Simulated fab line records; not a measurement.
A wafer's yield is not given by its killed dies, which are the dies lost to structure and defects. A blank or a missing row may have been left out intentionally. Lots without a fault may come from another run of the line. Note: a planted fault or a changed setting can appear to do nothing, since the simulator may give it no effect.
What tool caused it? ; flow gf180mcu ; Sampling: 14 lots, 42 wafers, 5 of 602 route steps

WHAT EACH GAUGE READ, for each wafer
GF_STI_THK_MEAS_02. Usual: for STI_OXIDATION_THK the level is 10.13 nm and the standard deviation is 0.19.
lot;measured;on;STI_OXIDATION_THK (nm);flag
L930;day 1 12:47;film metro-03;10.23 10.25 10.31;
L931;day 1 16:31;film metro-04;9.97 10.10 10.24;
L932;day 1 22:26;film metro-01;9.91 9.91 9.93;
L933;day 2 02:40;film metro-04;9.90 10.09 10.35;
L934;day 2 07:46;film metro-01;10.03 10.17 10.15;
L935;day 2 12:31;film metro-04;10.02 10.11 10.32;
L936;day 2 18:41;film metro-01;10.44 10.49 10.34;
L943;day 4 04:37;film metro-01;10.03 10.04 9.89;
L945;day 4 14:58;film metro-01;9.91 9.93 9.86;
L946;day 4 19:57;film metro-03;9.96 10.18 10.08;
L947;day 5 00:31;film metro-03;10.42 10.50 10.60;
L949;day 5 10:31;film metro-01;10.36 10.16 10.33;
L951;day 5 20:31;film metro-01;10.09 9.94 10.12;
L952;day 6 02:55;film metro-03;10.36 10.35 10.46;

GF_STI_THK_MEAS_24. Usual: for STI_CVD_23_THK the level is 646 nm and the standard deviation is 11.
lot;measured;on;STI_CVD_23_THK (nm);flag
L930;day 2 04:01;film metro-04;663 656 642;
L931;day 2 08:24;film metro-04;632 643 631;
L932;day 2 14:41;film metro-01;668 651 649;
L933;day 2 19:55;film metro-04;646 641 641;
L934;day 3 00:36;film metro-01;657 633 645;
L935;day 3 04:47;film metro-01;653 653 653;
L936;day 3 10:58;film metro-01;670 669 650;
L943;day 4 22:05;film metro-03;653 647 643;
L945;day 5 09:23;film metro-04;648 631 641;
L946;day 5 13:58;film metro-01;654 661 648;
L947;day 5 19:42;film metro-04;643 630 639;
L949;day 6 05:34;film metro-01;649 636 639;
L951;day 6 18:29;film metro-04;645 641 651;
L952;day 7 02:40;film metro-04;665 663 644;

GF_HV_LDD_CD_MEAS_07: the cd target is 400 nm. Usual: cd nm at 400.5 nm, with a standard deviation of 2.9.
lot;measured;on;cd nm (nm);flag
L930;day 9 23:29;cd sem-02;396.4 397.0 397.0;
L931;day 10 08:47;cd sem-01;403.7 404.4 401.2;
L932;day 10 15:02;cd sem-01;405.7 404.0 404.8;
L933;day 10 21:57;cd sem-01;404.8 402.6 405.2;
L934;day 11 02:42;cd sem-01;408.2 403.7 405.0;
L935;day 11 07:38;cd sem-02;399.2 398.6 403.1;
L936;day 11 14:52;cd sem-02;403.2 400.9 401.7;
L943;day 13 15:55;cd sem-02;357.5 401.4 399.2;OFF
L945;day 14 11:06;cd sem-01;360.2 402.2 404.0;OFF
L946;day 14 14:17;cd sem-02;396.4 396.1 394.5;
L947;day 15 05:18;cd sem-02;397.0 397.1 397.4;
L949;day 15 17:47;cd sem-02;401.2 401.7 401.7;
L951;day 16 17:12;cd sem-01;401.6 399.4 400.9;
L952;day 17 05:35;cd sem-01;398.2 398.6 399.9;

GF_HV_LDD_TW_MEAS_11. Usual: for HV_LDD_TW the level is 2393 and the standard deviation is 12.
lot;measured;on;HV_LDD_TW;flag
L930;day 9 23:53;film metro-02;2384 2378 2403;
L931;day 10 09:11;film metro-02;2398 2397 2404;
L932;day 10 15:26;film metro-02;2396 2390 2382;
L933;day 10 22:22;film metro-02;2403 2391 2398;
L934;day 11 03:07;film metro-04;2396 2392 2380;
L935;day 11 08:02;film metro-02;2385 2389 2382;
L936;day 11 15:15;film metro-02;2376 2403 2373;
L943;day 13 16:19;film metro-04;2412 2408 2424;
L945;day 14 11:29;film metro-03;2393 2387 2390;
L946;day 14 14:41;film metro-03;2393 2388 2389;
L947;day 15 05:43;film metro-02;2373 2386 2380;
L949;day 15 18:11;film metro-02;2376 2365 2394;
L951;day 16 17:36;film metro-04;2397 2393 2404;
L952;day 17 05:58;film metro-04;2406 2409 2413;

WHICH TOOL RAN EACH LOT (tool, then ch and the chambers of the sampled wafers, then the start)
lot;GF_HV_LDD_DEVELOP_06
L930;litho track-04 ch 0, day 9 23:20
L931;litho track-04 ch 0, day 10 08:38
L932;litho track-03 ch 0, day 10 14:53
L933;litho track-01 ch 0, day 10 21:48
L934;litho track-01 ch 0, day 11 02:33
L935;litho track-03 ch 0, day 11 07:29
L936;litho track-03 ch 0, day 11 14:44
L943;litho track-03 ch 0, day 13 15:45
L945;litho track-03 ch 0, day 14 10:57
L946;litho track-04 ch 0, day 14 14:07
L947;litho track-04 ch 0, day 15 05:08
L949;litho track-04 ch 0, day 15 17:38
L951;litho track-01 ch 0, day 16 17:03
L952;litho track-01 ch 0, day 17 05:27
- GF_HV_LDD_DEVELOP_06: develop time 60 s.

WHAT THE TOOLS THEMSELVES READ (means of the sampled wafers that have a number; where no wafer has one, the mark that the record gives instead)
GF_HV_LDD_DEVELOP_06. Usual: chill plate temp C at 23.01 C, with a standard deviation of 0.11.
lot;tool;chill plate temp C (C);flag
L930;litho track-04;23.10;
L931;litho track-04;23.04;
L932;litho track-03;23.00;
L933;litho track-01;23.13;
L934;litho track-01;22.97;
L935;litho track-03;22.93;
L936;litho track-03;23.05;
L943;litho track-03;22.78;
L945;litho track-03;23.13;
L946;litho track-04;22.91;
L947;litho track-04;23.01;
L949;litho track-04;23.05;
L951;litho track-01;23.00;
L952;litho track-01;23.11;

THE ANSWER, worked out from the rows above alone
Rule: a lot counts as off when the mean over its wafers that have a number is more than 3 standard deviations away from the usual mean. Also off: a lot with no number at a reading for which 4 or more lots have one. Any other lot the step has rows for is counted as sound. After the gauges, taken in route order, come the tools' own readings; for these a lot's mean is taken, as printed above. At the first step where some lot is off, the reading lying furthest off is the one used; lots without a number count as furthest.
Off at GF_HV_LDD_CD_MEAS_07 (cd nm): L943, L945.
A tool fits if, at a process step before that reading, it ran every lot that is off, and no sound lot after the first of them. The gauges at GF_HV_LDD_CD_MEAS_07 are tried like those tools. One fits: litho track-03 at GF_HV_LDD_DEVELOP_06. Its last sound lot is L936 (day 11 14:44), its first lot that is off L943 (day 13 15:45): a fault that began between those two fits.

WHAT THE SIMULATOR HAD INSERTED
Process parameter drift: litho track-03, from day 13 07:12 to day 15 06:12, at GF_HV_LDD_DEVELOP_06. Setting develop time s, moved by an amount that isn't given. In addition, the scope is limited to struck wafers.
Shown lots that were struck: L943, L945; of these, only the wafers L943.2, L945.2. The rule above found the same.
